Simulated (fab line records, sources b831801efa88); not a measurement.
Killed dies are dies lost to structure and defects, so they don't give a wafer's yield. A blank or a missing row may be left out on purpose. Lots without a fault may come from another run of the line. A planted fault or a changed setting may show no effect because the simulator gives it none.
Chamber matching | flow sfq_line | SFQ_TRILAYER_I7_CMP_CMP_184 on cmp-02: 4 sister chambers
The step polishes SiO2. 4 wafers are shown with their chamber, then 8 later ones without.

WAFERS WITH THEIR CHAMBER
wafer  | chamber | motor_current_A (A)
L952.3 | 1       | 10.0
L954.3 | 2       | 11.1
L955.6 | 3       | 11.1
L957.1 | 0       | 10.9

WAFERS WITHOUT THEIR CHAMBER
wafer  | motor_current_A (A)
L957.2 | 10.6
L957.4 | 11.5
L958.2 | 10.9
L958.3 | 9.9
L958.4 | 11.8
L960.2 | 11.3
L960.3 | 10.5
L960.4 | 11.5

WHICH CHAMBER EACH WENT THROUGH
wafer  | from the rows above               | in truth
L957.2 | can't be placed: 0 or 2 or 3 or 1 | 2
L957.4 | can't be placed: 2 or 3 or 0      | 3
L958.2 | can't be placed: 0 or 2 or 3      | 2
L958.3 | 1                                 | 1
L958.4 | can't be placed: 2 or 3 or 0      | 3
L960.2 | can't be placed: 2 or 3 or 0      | 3
L960.3 | can't be placed: 0 or 1 or 2 or 3 | 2
L960.4 | can't be placed: 2 or 3 or 0      | 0
Placed correctly: 1 of 8. Can't be placed from these rows: 7 (the true chamber is among the candidates in 7). Placed wrongly: 0.
How it was worked out, from the rows above alone: a wafer's distance from a chamber is the root of the sum, over the readings, of the square of ((its reading less the chamber's mean) divided by the reading's scatter). The wafer belongs to the nearest chamber; if the next one is less than 2 further off, it can't be placed. A chamber's mean is the mean of its shown wafers. The scatter: with one shown wafer a chamber, the root of the mean of the squares of how far each hidden wafer lies from its nearest shown one.
